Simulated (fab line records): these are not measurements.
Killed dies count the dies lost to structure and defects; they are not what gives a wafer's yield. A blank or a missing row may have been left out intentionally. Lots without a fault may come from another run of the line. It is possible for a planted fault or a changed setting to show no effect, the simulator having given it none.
A single fault, viewed from 2 desks + flow gf180mcu + what lay behind the numbers comes last; until then each desk has only its own

== THE TOOL OWNER'S DESK: cmp-02 ==
The tool's own readings at GF_V5_CMP_26 (polishes, stops on SiO2, t overpolish 15 s, target thk 0 nm): means of the sampled wafers that have a number, for each lot that ran on this tool. Marked OUT: a lot whose mean sits more than 4 standard deviations from the usual mean, which makes it out of limits; the brackets give that distance.
Columns: A = edge_zone_pressure_frac at GF_V5_CMP_26, usual 1.000; B = head_pressure_psi at GF_V5_CMP_26, usual 3.501 psi; C = motor_current_A at GF_V5_CMP_26, usual 11.7 A; D = overpolish_run_s at GF_V5_CMP_26, usual 14.998 s; E = time_to_endpoint_s at GF_V5_CMP_26, usual 85 s
| lot  | first seen here | A     | B     | C    | D      | E  |
|------|-----------------|-------|-------|------|--------|----|
| L209 | day 28 03:33    | 0.997 | 3.496 | 10.7 | 15.002 | 80 |
| L219 | day 30 22:46    | 1.007 | 3.498 | 11.0 | 14.995 | 88 |
This desk found nothing out of limits on any of the 2 lots.

== AT THE METROLOGY DESK ==
What the gauges read, lot by lot, whatever tool the lot ran on: means of the sampled wafers that have a number. Marked OUT: a lot whose mean sits more than 4 standard deviations from the usual mean, which makes it out of limits; the brackets give that distance.
Columns: A = cd_nm at GF_V5_CD_MEAS_14, usual 260.2 nm; B = V5_OVL at GF_V5_OVL_MEAS_15, usual 2 nm; C = V5_W_RS at GF_V5_RS_MEAS_24, usual 0.330 ohm/sq; D = V5_W_THK at GF_V5_THK_MEAS_25, usual 348 nm
| lot  | first seen here | A     | B  | C     | D   |
|------|-----------------|-------|----|-------|-----|
| L209 | day 28 02:20    | 261.6 | 0  | 0.331 | 344 |
| L216 | day 30 07:50    | 259.1 | 1  | 0.333 | 342 |
| L218 | day 30 16:16    | 260.2 | -3 | 0.333 | 341 |
| L219 | day 30 21:34    | 262.5 | -2 | 0.336 | 342 |
| L222 | day 31 14:34    | 261.2 | 1  | 0.328 | 347 |
| L223 | day 31 23:55    | 260.4 | 1  | 0.327 | 351 |
| L224 | day 32 05:22    | 259.0 | 2  | 0.326 | 352 |
This desk found nothing out of limits on any of the 7 lots.

== PUT TOGETHER ==
The desk of the tool owner found nothing out of limits.
At the metrology desk, nothing out of limits was observed.

== WHAT THE SIMULATOR PUT IN ==
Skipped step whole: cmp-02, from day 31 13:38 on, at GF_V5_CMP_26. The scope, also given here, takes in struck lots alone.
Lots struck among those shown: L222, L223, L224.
